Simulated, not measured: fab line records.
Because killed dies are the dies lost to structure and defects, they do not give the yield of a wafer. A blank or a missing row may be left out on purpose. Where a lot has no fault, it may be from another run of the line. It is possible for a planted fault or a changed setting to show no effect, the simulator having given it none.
Matching of chambers | flow gf180mcu | cmp-01 running GF_V1_CMP_26: 4 sister chambers
The step polishes, stops on SiO2, t overpolish 15 s, target thk 0 nm. 4 wafers are shown with their chamber, then 12 later ones without.

WAFERS, EACH WITH ITS CHAMBER
wafer  | chamber | motor-current-A (A)
L087.2 | 0       | 11.9
L087.3 | 2       | 11.3
L091.2 | 1       | 10.6
L091.6 | 3       | 10.3

WAFERS WITHOUT THEIR CHAMBER
wafer  | motor-current-A (A)
L093.1 | 10.3
L093.3 | 12.3
L093.5 | 11.0
L094.2 | 9.9
L094.5 | 11.5
L094.6 | 10.6
L096.2 | 11.6
L096.4 | 9.8
L096.6 | 12.0
L097.3 | 10.9
L097.5 | 12.1
L097.6 | 10.2

WHICH CHAMBER EACH ONE RAN IN
wafer  | from the rows above          | in truth
L093.1 | can't be placed: 3 or 1      | 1
L093.3 | 0                            | 0
L093.5 | can't be placed: 2 or 1 or 3 | 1
L094.2 | can't be placed: 3 or 1      | 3
L094.5 | can't be placed: 2 or 0      | 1
L094.6 | can't be placed: 1 or 3      | 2
L096.2 | can't be placed: 2 or 0      | 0
L096.4 | can't be placed: 3 or 1      | 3
L096.6 | 0                            | 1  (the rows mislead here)
L097.3 | can't be placed: 1 or 2 or 3 | 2
L097.5 | 0                            | 0
L097.6 | can't be placed: 3 or 1      | 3
2 of 12 placed correctly. Cannot be placed on the basis of these rows: 9; the candidates contain the true chamber in 7. Number placed wrongly: 1.
How it was worked out, from the rows above alone: a wafer's distance from a chamber is the root of the sum, over the readings, of the square of ((its reading less the chamber's mean) divided by the reading's scatter). If the next closest chamber is less than 2 further off than the closest, the wafer can't be placed; otherwise it belongs to the closest. Each chamber's mean is taken over the wafers shown for it. The scatter: root of mean squared gap, hidden wafer to nearest shown wafer, with one shown wafer a chamber.
